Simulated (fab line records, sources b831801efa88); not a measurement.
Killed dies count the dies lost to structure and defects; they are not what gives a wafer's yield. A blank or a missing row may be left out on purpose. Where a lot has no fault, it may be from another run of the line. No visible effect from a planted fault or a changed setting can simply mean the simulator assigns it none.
Matching of chambers    flow sky130    SKY_VIA2_CMP_02 on cmp-01 has 4 sister chambers
The step polishes SiO2. 7 wafers are shown with their chamber, then 8 later ones without.

WAFERS WITH THEIR CHAMBER
wafer   chamber  motor current A (A)  head pressure psi (psi)
L075.5  0        13.8                 4.000
L074.5  0        12.6                 4.001
L074.6  3        12.4                 4.002
L080.4  1        13.8                 3.994
L085.5  2        12.2                 4.001
L085.6  1        13.7                 4.004
L095.1  2        12.9                 3.991

WAFERS WHOSE CHAMBER IS MISSING
wafer   motor current A (A)  head pressure psi (psi)
L095.2  13.0                 4.004
L095.3  13.1                 4.007
L096.1  13.9                 3.989
L096.2  13.0                 4.017
L096.5  14.7                 4.001
L097.1  12.8                 4.005
L097.5  14.7                 3.997
L097.6  11.8                 4.007

CHAMBER TAKEN BY EACH
wafer   from the rows above                in truth
L095.2  can't be placed: 0 or 3 or 1 or 2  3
L095.3  can't be placed: 0 or 3 or 1 or 2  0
L096.1  can't be placed: 1 or 0 or 2 or 3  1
L096.2  can't be placed: 3 or 0 or 1 or 2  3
L096.5  can't be placed: 1 or 0            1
L097.1  can't be placed: 3 or 0 or 2 or 1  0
L097.5  can't be placed: 1 or 0            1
L097.6  can't be placed: 3 or 2 or 0       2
0 of 8 placed correctly. Can't be placed from these rows: 8 (the true chamber is among the candidates in 8). Wrongly placed: 0.
How it was worked out, from the rows above alone: a wafer's distance from a chamber is the root of the sum, over the readings, of the square of ((its reading less the chamber's mean) divided by the reading's scatter). If the next closest chamber is less than 2 further off than the closest, the wafer can't be placed; otherwise it belongs to the closest. For every chamber, the mean is computed from those of its wafers that are shown. The scatter is the square root of a quotient: the sum, over the shown wafers, of each reading's squared deviation from its chamber's mean, divided by wafers minus chambers.
